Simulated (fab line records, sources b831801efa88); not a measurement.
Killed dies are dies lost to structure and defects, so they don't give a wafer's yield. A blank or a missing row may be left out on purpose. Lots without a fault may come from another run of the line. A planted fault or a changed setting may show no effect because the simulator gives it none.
One fault seen from 2 desks | flow gf180mcu | each desk has only its own numbers; what lay behind them comes last

THE TOOL OWNER'S DESK: cmp-01
The tool's own readings at GF_CONTACT_CMP_27 (polishes, stops on SiO2, t overpolish 15 s, target thk 0 nm): means of the sampled wafers that have a number, for each lot that ran on this tool. A lot is out of limits, marked OUT, if its mean lies more than 4 standard deviations from the usual mean; the brackets give that distance.
Columns: A = motor_current_A at GF_CONTACT_CMP_27, usual 11.5 A; B = overpolish_run_s at GF_CONTACT_CMP_27, usual 14.998 s; C = time_to_endpoint_s at GF_CONTACT_CMP_27, usual 72 s
lot  | first seen here | A    | B                        | C
L785 | day 16 06:02    | 11.1 | 14.997                   | 75
L787 | day 16 17:59    | 10.7 | 14.998                   | 73
L788 | day 17 03:55    | 11.5 | 15.000                   | 72
L792 | day 18 17:44    | 11.0 | 12.814 (-99 or more) OUT | 69
L793 | day 19 01:58    | 10.6 | 12.826 (-99 or more) OUT | 72
L798 | day 21 06:01    | 11.7 | 14.998                   | 73
L800 | day 21 20:19    | 12.6 | 15.011                   | 74
L801 | day 22 08:37    | 11.7 | 14.999                   | 74
L802 | day 22 11:34    | 10.6 | 14.989                   | 74
L804 | day 22 23:04    | 11.6 | 15.001                   | 76
This desk's finding: out of limits on L792, L793; first on L792, day 18 17:44 (overpolish_run_s at GF_CONTACT_CMP_27). In limits: L785, L787, L788, L798, L800, L801, L802, L804.

THE METROLOGY DESK
What the gauges read, lot by lot, whatever tool the lot ran on: means of the sampled wafers that have a number. A lot is out of limits, marked OUT, if its mean lies more than 4 standard deviations from the usual mean; the brackets give that distance.
Columns: A = MVPSD_TW at GF_MVPSD_TW_MEAS_11, usual 556; B = HV_LDD_03_OVL at GF_HV_LDD_OVL_MEAS_47, usual -1.2 nm
lot  | first seen here | A   | B
L785 | day 5 01:40     | 551 | -0.6
L786 | day 5 07:00     | 558 | -1.5
L787 | day 5 11:46     | 551 | -0.3
L788 | day 5 18:16     | 560 | -2.9
L792 | day 6 17:17     | 562 | -2.4
L793 | day 6 23:51     | 565 | -1.9
L798 | day 8 08:12     | 549 | -1.6
L799 | day 8 12:16     | 560 | -1.3
L800 | day 8 19:30     | 555 | -1.1
L801 | day 9 03:07     | 562 | -1.8
L802 | day 9 08:32     | 551 | -0.4
L804 | day 9 18:48     | 564 | -0.4
L806 | day 10 06:06    | 562 | -1.0
L808 | day 10 20:22    | 557 | -2.2
This desk's finding: nothing out of limits on any of the 14 lots.

PUT TOGETHER
The tool owner's desk could have raised an alarm at day 18 17:44, on L792, L793.
The metrology desk saw nothing out of limits.
The metrology desk has L792, L793 on record, within its limits.
Of the lots named, all ran GF_CONTACT_CMP_27 on cmp-01.

WHAT THE SIMULATOR HAD PUT IN
Process parameter drift: cmp-01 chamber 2, from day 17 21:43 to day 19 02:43, at GF_CONTACT_CMP_27. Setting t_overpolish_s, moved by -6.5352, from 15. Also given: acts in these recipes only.
Lots struck among those shown: L792, L793.
Hours from the fault's start to each desk's first reading out of limits: the tool owner's desk, 20.
